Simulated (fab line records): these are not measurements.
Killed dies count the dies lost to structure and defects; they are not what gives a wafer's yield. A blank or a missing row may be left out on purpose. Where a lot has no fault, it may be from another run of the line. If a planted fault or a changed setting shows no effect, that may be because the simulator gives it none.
What tool caused it? | flow gf180mcu | Sampling: 11 lots, 33 wafers, 3 of 602 route steps

== WHAT EACH GAUGE READ, for each wafer ==
GF_POLY_GATE_THK_MEAS_01.
lot  | measured     | on            | POLY_GATE_CVD_00_THK (nm)
L729 | day 9 08:06  | film metro-03 | 199.2 200.4 200.0
L730 | day 9 15:29  | film metro-03 | 200.7 198.8 199.9
L731 | day 9 18:49  | film metro-04 | 202.2 202.6 200.7
L734 | day 10 18:40 | film metro-01 | 200.5 200.8 201.3
L736 | day 11 11:56 | film metro-01 | 196.2 197.1 198.8
L739 | day 12 03:38 | film metro-01 | 201.7 200.9 201.5
L740 | day 12 16:55 | film metro-03 | 197.6 196.6 197.6
L741 | day 12 20:44 | film metro-03 | 163.4 165.5 164.8
L742 | day 13 06:51 | film metro-03 | 169.3 169.0 167.5
L744 | day 13 20:00 | film metro-04 | 167.7 166.4 168.1
L748 | day 14 23:24 | film metro-04 | 194.9 198.1 195.5

== WHAT TOOL EACH LOT RAN ON (gives the tool, then ch and the chambers of the sampled wafers, and finally the start) ==
lot  | GF_DUAL_GATE_STRIP_13                | GF_POLY_GATE_CVD_00
L729 | plasma asher-02 ch 0,1, day 9 05:01  | lpcvd-01 ch 0, day 9 06:43
L730 | plasma asher-01 ch 0,1, day 9 12:23  | lpcvd-01 ch 1, day 9 14:07
L731 | plasma asher-01 ch 0,1, day 9 15:46  | lpcvd-02 ch 1, day 9 17:29
L734 | plasma asher-02 ch 0,1, day 10 15:26 | lpcvd-02 ch 0, day 10 17:20
L736 | plasma asher-03 ch 0,1, day 11 08:53 | lpcvd-01 ch 0, day 11 10:35
L739 | plasma asher-01 ch 0,1, day 12 00:37 | lpcvd-02 ch 1, day 12 02:17
L740 | plasma asher-02 ch 1, day 12 13:11   | lpcvd-01 ch 0, day 12 14:55
L741 | plasma asher-02 ch 0,1, day 12 17:41 | lpcvd-01 ch 1, day 12 19:24
L742 | plasma asher-01 ch 0,1, day 13 02:08 | lpcvd-01 ch 1, day 13 05:29
L744 | plasma asher-03 ch 0,1, day 13 16:26 | lpcvd-01 ch 0, day 13 18:40
L748 | plasma asher-02 ch 0,1, day 14 20:22 | lpcvd-02 ch 1, day 14 22:04
- GF_DUAL_GATE_STRIP_13: strips in O2/N2.
- GF_POLY_GATE_CVD_00: deposits poly-Si, target thk 200 nm, time 1200 s.

== THE ANSWER, worked out from the rows above alone ==
Rule: usual is defined by the lots themselves. The widest of any qualifying gaps counts: lots, ordered by their means at a reading, are off when they make up no more than a third of the lots, leave a main group of 4 or more, and stand apart from it by 3 or more times the standard deviation of that group's means. If all means in a main group match to the digits the tables above print for the reading, that group is not used. A lot without any number at a reading at which 4 lots or more have one is off too. The other lots that the step has rows for count as sound.
Off: L741, L742, L744, seen at GF_POLY_GATE_THK_MEAS_01 (POLY_GATE_CVD_00_THK). Main group: mean 199.3 nm, sd 2.
If a tool, at a process step before that reading, ran all the lots that are off and no sound lot after the first of them, it fits. Gauges at GF_POLY_GATE_THK_MEAS_01: tried the same way as those tools. One candidate fits, namely lpcvd-01 at GF_POLY_GATE_CVD_00. A fault onset in the window from L740 (day 12 14:55, its last sound lot) to L741 (day 12 19:24, its first lot off) fits.

== WHAT HAD BEEN PUT IN BY THE SIMULATOR ==
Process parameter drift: lpcvd-01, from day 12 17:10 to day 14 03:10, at GF_POLY_GATE_CVD_00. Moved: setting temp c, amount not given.
Struck lots among those shown: L741, L742, L744. The rule given above showed the same thing.
